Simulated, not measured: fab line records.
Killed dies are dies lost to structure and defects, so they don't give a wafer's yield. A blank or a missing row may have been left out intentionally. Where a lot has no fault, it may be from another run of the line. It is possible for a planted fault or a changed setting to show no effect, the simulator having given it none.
Matching of chambers -- flow gf180mcu -- cmp-02 running GF_V2_CMP_04: 4 sister chambers
The step polishes SiO2. 4 wafers are shown with their chamber, then 8 later ones without.

EACH WAFER AND ITS CHAMBER
wafer,chamber,motor current A (A)
L977.6,1,13.7
L982.5,3,11.1
L982.6,0,11.0
L983.2,2,13.1

WAFERS WITHOUT THEIR CHAMBER
wafer,motor current A (A)
L983.3,12.2
L983.4,13.8
L989.1,12.0
L989.5,12.4
L989.6,10.8
L990.1,10.8
L990.3,11.5
L990.4,14.4

WHICH CHAMBER EACH WENT THROUGH
wafer,from the rows above,in truth
L983.3,can't be placed: 2 or 3 or 0 or 1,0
L983.4,can't be placed: 1 or 2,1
L989.1,can't be placed: 3 or 0 or 2 or 1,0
L989.5,can't be placed: 2 or 1 or 3 or 0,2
L989.6,can't be placed: 0 or 3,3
L990.1,can't be placed: 0 or 3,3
L990.3,can't be placed: 3 or 0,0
L990.4,can't be placed: 1 or 2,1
Correct placement for 0 of the 8. Unplaceable from these rows: 8, with the true chamber sitting among the candidates in 8. Number placed wrongly: 0.
How it was worked out, from the rows above alone: a wafer's distance from a chamber is the root of the sum, over the readings, of the square of ((its reading less the chamber's mean) divided by the reading's scatter). The wafer belongs to the nearest chamber; if the next one is less than 2 further off, it can't be placed. The mean given for a chamber averages the wafers shown for that chamber. The scatter (one wafer shown for each chamber): square how far every hidden wafer sits from the nearest shown wafer, average those squares and take the square root.
